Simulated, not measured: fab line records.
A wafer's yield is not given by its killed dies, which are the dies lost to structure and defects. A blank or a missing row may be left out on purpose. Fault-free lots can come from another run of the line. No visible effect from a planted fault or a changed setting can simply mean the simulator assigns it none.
Which of the tools did it?	flow sky130	14 lots, 42 wafers sampled, at 5 steps of a route of 708

== WHAT EACH GAUGE READ, for each wafer ==
SKY_FIELD_ISO_THK_MEAS_04. Usual: FIELD_ISO_CVD_03_THK 164.4 nm, standard deviation 1.4.
lot	measured	on	FIELD_ISO_CVD_03_THK (nm)	flag
L265	day 1 20:01	filmMetro-03	164.8 165.7 164.6	
L266	day 2 04:52	filmMetro-01	164.7 163.7 164.1	
L267	day 2 09:34	filmMetro-01	163.8 163.5 163.5	
L268	day 2 12:14	filmMetro-03	165.2 165.3 165.7	
L271	day 3 01:08	filmMetro-02	164.6 164.9 163.6	
L272	day 3 05:29	filmMetro-01	165.4 165.0 166.5	
L274	day 3 16:43	filmMetro-02	163.2 162.9 163.4	
L273	day 3 16:44	filmMetro-03	165.3 164.1 164.2	
L275	day 3 20:29	filmMetro-02	165.7 163.8 165.4	
L280	day 4 21:29	filmMetro-02	166.1 165.4 164.4	
L281	day 5 04:15	filmMetro-03	161.8 161.6 163.6	
L282	day 5 07:40	filmMetro-01	166.7 167.2 164.9	
L284	day 5 20:49	filmMetro-01	164.1 163.7 163.6	
L287	day 6 11:08	filmMetro-03	163.3 163.6 164.1	

SKY_PWDE_OVL_MEAS_07. Usual: PWDE_OVL 0.5 nm, standard deviation 1.3.
lot	measured	on	PWDE_OVL (nm)	flag
L265	day 4 00:05	overlay-02	1.5 0.7 -1.0	
L266	day 4 08:59	overlay-01	2.0 2.8 1.9	
L267	day 4 15:05	overlay-01	-0.3 -2.1 -2.5	
L268	day 4 19:10	overlay-02	1.7 1.1 -0.5	
L271	day 5 09:36	overlay-01	1.6 2.9 3.0	
L272	day 5 13:38	overlay-02	0.4 -0.9 -0.9	
L274	day 6 04:44	overlay-02	-1.4 -0.1 1.6	
L273	day 6 05:12	overlay-01	1.9 4.1 2.3	
L275	day 6 08:38	overlay-02	0.4 -0.1 -1.2	
L280	day 8 01:44	overlay-02	1.4 0.7 1.8	
L281	day 8 10:01	overlay-02	-0.5 -0.9 -1.2	
L282	day 8 10:08	overlay-01	1.4 1.1 -0.6	
L284	day 8 23:05	overlay-02	-0.4 0.4 -0.7	
L287	day 9 06:47	overlay-01	0.1 0.4 -0.8	

SKY_VT_ADJUST_LVTN_OVL_MEAS_18. Usual: VT_ADJUST_LVTN_01_OVL -0.2 nm, standard deviation 1.6.
lot	measured	on	VT_ADJUST_LVTN_01_OVL (nm)	flag
L265	day 7 16:40	overlay-02	-0.7 -2.6 -1.3	
L266	day 8 05:37	overlay-02	-0.5 1.8 2.6	
L267	day 8 10:37	overlay-01	-2.0 -2.0 -1.5	
L268	day 8 16:44	overlay-01	-2.3 0.3 -1.2	
L271	day 9 09:18	overlay-02	-0.4 -0.1 -2.1	
L272	day 9 15:34	overlay-02	0.6 -0.8 -0.9	
L274	day 10 10:08	overlay-01	-1.7 -1.1 -1.3	
L273	day 10 10:44	overlay-02	-0.2 -1.0 -0.1	
L275	day 10 16:07	overlay-02	-0.5 -1.6 -1.9	
L280	day 12 20:49	overlay-01	1.3 0.3 1.0	
L281	day 13 06:58	overlay-01	1.5 1.9 1.0	
L282	day 13 07:19	overlay-01	1.5 -1.0 1.4	
L284	day 13 23:01	overlay-01	1.0 1.7 0.9	
L287	day 14 07:01	overlay-01	1.3 0.7 1.3	

SKY_SONOS_TUNNEL_CD_MEAS_07: target cd 410 nm. Usual: cdNm at 410.0 nm, with a standard deviation of 2.4.
lot	measured	on	cdNm (nm)	flag
L265	day 11 08:56	cdSem-02	410.9 409.5 409.2	
L266	day 11 22:50	cdSem-02	410.9 408.4 408.6	
L267	day 12 05:35	cdSem-02	410.3 410.8 412.2	
L268	day 12 12:40	cdSem-02	411.1 409.1 409.5	
L271	day 13 07:58	cdSem-01	408.2 406.6 408.6	
L272	day 13 16:22	cdSem-01	- - -	OFF
L274	day 14 13:57	cdSem-02	- - -	OFF
L273	day 14 14:40	cdSem-02	- - -	OFF
L275	day 14 19:26	cdSem-01	410.5 412.1 412.0	
L280	day 17 10:20	cdSem-01	411.4 410.0 412.3	
L281	day 17 20:35	cdSem-01	411.6 413.4 410.2	
L282	day 17 20:46	cdSem-02	407.8 408.1 409.1	
L284	day 18 16:26	cdSem-01	411.6 410.3 411.2	
L287	day 18 23:55	cdSem-02	410.5 409.2 407.9	

== WHICH TOOL RAN EACH LOT (tool, then ch and the chambers of the sampled wafers, then the start) ==
lot	SKY_SONOS_TUNNEL_COAT_02
L265	lithoTrack-03 ch 0, day 10 21:10
L266	lithoTrack-01 ch 0, day 11 11:08
L267	lithoTrack-01 ch 0, day 11 17:43
L268	lithoTrack-01 ch 0, day 12 00:43
L271	lithoTrack-01 ch 0, day 12 19:13
L272	lithoTrack-01, day 13 03:22
L274	lithoTrack-01, day 14 00:32
L273	lithoTrack-03, day 14 01:22
L275	lithoTrack-03 ch 0, day 14 06:16
L280	lithoTrack-03 ch 0, day 16 19:04
L281	lithoTrack-04 ch 0, day 17 05:44
L282	lithoTrack-03 ch 0, day 17 05:55
L284	lithoTrack-01 ch 0, day 18 01:44
L287	lithoTrack-04 ch 0, day 18 09:35
- SKY_SONOS_TUNNEL_COAT_02: resist thk 1140 nm.

== WHAT THE TOOLS THEMSELVES READ (means of the sampled wafers that have a number; where no wafer has one, the mark that the record gives instead) ==
SKY_SONOS_TUNNEL_COAT_02. Usual: chillPlateTempC 23.00 C, standard deviation 0.1; dispensePressureKPa 48.1 kPa, standard deviation 1.
lot	tool	chillPlateTempC (C)	dispensePressureKPa (kPa)	flag
L265	lithoTrack-03	23.00	49.5	
L266	lithoTrack-01	22.87	47.0	
L267	lithoTrack-01	23.03	47.0	
L268	lithoTrack-01	22.98	47.0	
L271	lithoTrack-01	22.97	47.0	
L272	lithoTrack-01	-	-	OFF
L274	lithoTrack-01	-	-	OFF
L273	lithoTrack-03	-	-	OFF
L275	lithoTrack-03	23.07	49.5	
L280	lithoTrack-03	22.90	49.4	
L281	lithoTrack-04	22.94	48.1	
L282	lithoTrack-03	23.16	49.5	
L284	lithoTrack-01	23.01	47.0	
L287	lithoTrack-04	23.01	48.1	

== THE ANSWER, worked out from the rows above alone ==
Rule: take the mean of a lot's wafers that have a number; if it is more than 3 standard deviations from the usual mean, the lot is off. Also off: a lot with no number at a reading for which 4 or more lots have one. Where the step has rows for the other lots, those lots are counted as sound. After the gauges, taken in route order, come the tools' own readings; for these a lot's mean is taken, as printed above. The first step at which some lot is off is used, and at that step the reading that is off furthest; a lot without a number counts as furthest.
Off, at SKY_SONOS_TUNNEL_CD_MEAS_07 on cdNm: L272, L274, L273. Without a number there: L272, L274, L273.
If a tool, at a process step before that reading, ran all the lots that are off and no sound lot after the first of them, it fits. The gauges at SKY_SONOS_TUNNEL_CD_MEAS_07 aren't tried: what is off there is off at SKY_SONOS_TUNNEL_COAT_02 too, on other tools, and a gauge's error can't cause that. None of those tried fits.

== WHAT THE SIMULATOR PUT IN ==
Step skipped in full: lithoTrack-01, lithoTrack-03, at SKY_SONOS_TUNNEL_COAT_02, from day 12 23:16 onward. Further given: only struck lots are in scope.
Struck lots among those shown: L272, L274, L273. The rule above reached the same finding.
